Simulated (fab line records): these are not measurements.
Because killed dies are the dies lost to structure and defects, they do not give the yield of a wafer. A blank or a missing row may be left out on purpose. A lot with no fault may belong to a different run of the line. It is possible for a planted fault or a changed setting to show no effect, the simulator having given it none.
Problem report in the 8D (eight disciplines) form, filled by code | flow sky130 | the parts of the form that need people (team, actions taken, sign-off) are left out

## 1. WHAT WENT WRONG
Across 3 wafers from 2 lots, LI_CONTACT_HDPCVD_THK at SKY_LI_CONTACT_THK_MEAS_01 averages 1813 nm, while fault-free wafers read 925 nm with a standard deviation of 10. That puts it +89 standard deviations away from the usual mean.
Seen first at day 31 02:13 on film_metro-04, wafer L536.3. Wafers with a number at this step in the record: 36, from 12 lots. Rule for "out" (also "out of limits"): further than 4 standard deviations from the usual mean. Any other wafer with a number is counted as sound.

## 2. WHAT IT IS, WHAT IT ISN'T
question                    | is                           | is not
which readings at this step | LI_CONTACT_HDPCVD_THK        | -
which lots                  | L536, L541                   | L530, L531, L535, L537, L546, L548, L549, L550, L551, L553
which wafers of those lots  | L536.3, L536.6, L541.3       | L536.1, L541.1, L541.5
read on which gauges        | film_metro-01, film_metro-04 | film_metro-02
when                        | from day 31 02:13            | up to then (13 sound wafers); but 20 sound wafers of L541, L546, L548, L549, L550, L551, L553 came after

## 3. WHAT RULES OUT EACH SUSPECT
Counting: any tool at a process step up to the reading remains a suspect provided it ran every lot that is out. Sound lots after the first of them don't rule it out here, since some wafers of a struck lot are sound.
- the gauge at SKY_LI_CONTACT_THK_MEAS_01 has been ruled out. The wafers that are out were read on 2 gauges (film_metro-01, film_metro-04).
- hdpcvd-01 at SKY_LI_CONTACT_HDPCVD_00 (deposits PSG, target thk 930 nm, time 155 s): kept. It processed each lot that is out (first: L536, day 31 02:07); up to then, its last sound lot is L535 (day 29 15:46).
- Within hdpcvd-01 at SKY_LI_CONTACT_HDPCVD_00: the wafers that are out ran in chambers 0, 2; their sound lot-mates ran in chamber 1.
Remaining after the count: hdpcvd-01 at SKY_LI_CONTACT_HDPCVD_00.

## 4. THE CAUSE (what the simulator had put in)
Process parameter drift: hdpcvd-01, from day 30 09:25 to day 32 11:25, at SKY_LI_CONTACT_HDPCVD_00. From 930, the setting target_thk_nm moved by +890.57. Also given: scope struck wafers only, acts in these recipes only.
Only this tool survived the counting.

## 5. THE EFFECT CHAIN, in route order
Each row: a reading whose mean over the struck wafers that have a number lies more than 3 standard deviations from the usual. Only readings for which the record gives a usual standard deviation are gone through. hours: the time from each lot's start at the first step in this table that gives one to its start at this step, as a median over the lots. sigmas: the change in usual standard deviations.
hours | step                       | reading               | usual  | on struck wafers | change | sigmas
0     | SKY_LI_CONTACT_THK_MEAS_01 | LI_CONTACT_HDPCVD_THK | 925 nm | 1813             | +888   | +89
0     | SKY_LI_CONTACT_CMP_02      | time_to_endpoint_s    | 31 s   | 117              | +86    | +21
Process steps it contains:
- SKY_LI_CONTACT_CMP_02: polishes PSG.

## 6. WHAT WOULD HAVE CAUGHT IT SOONER
17 hours passed between the start of the fault at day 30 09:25 and the first reading out of limits at a measuring or inspecting step in this record, taken at day 31 02:13.
Of the tool readings at SKY_LI_CONTACT_HDPCVD_00 for which the record gives a usual standard deviation, none was out on any struck wafer, so an alarm limit of 4 standard deviations on them would not have fired.
L541, from the lots that are out (2), started SKY_LI_CONTACT_HDPCVD_00 on hdpcvd-01 later than day 31 02:13. Had the tool been put on hold then, it would have been spared.
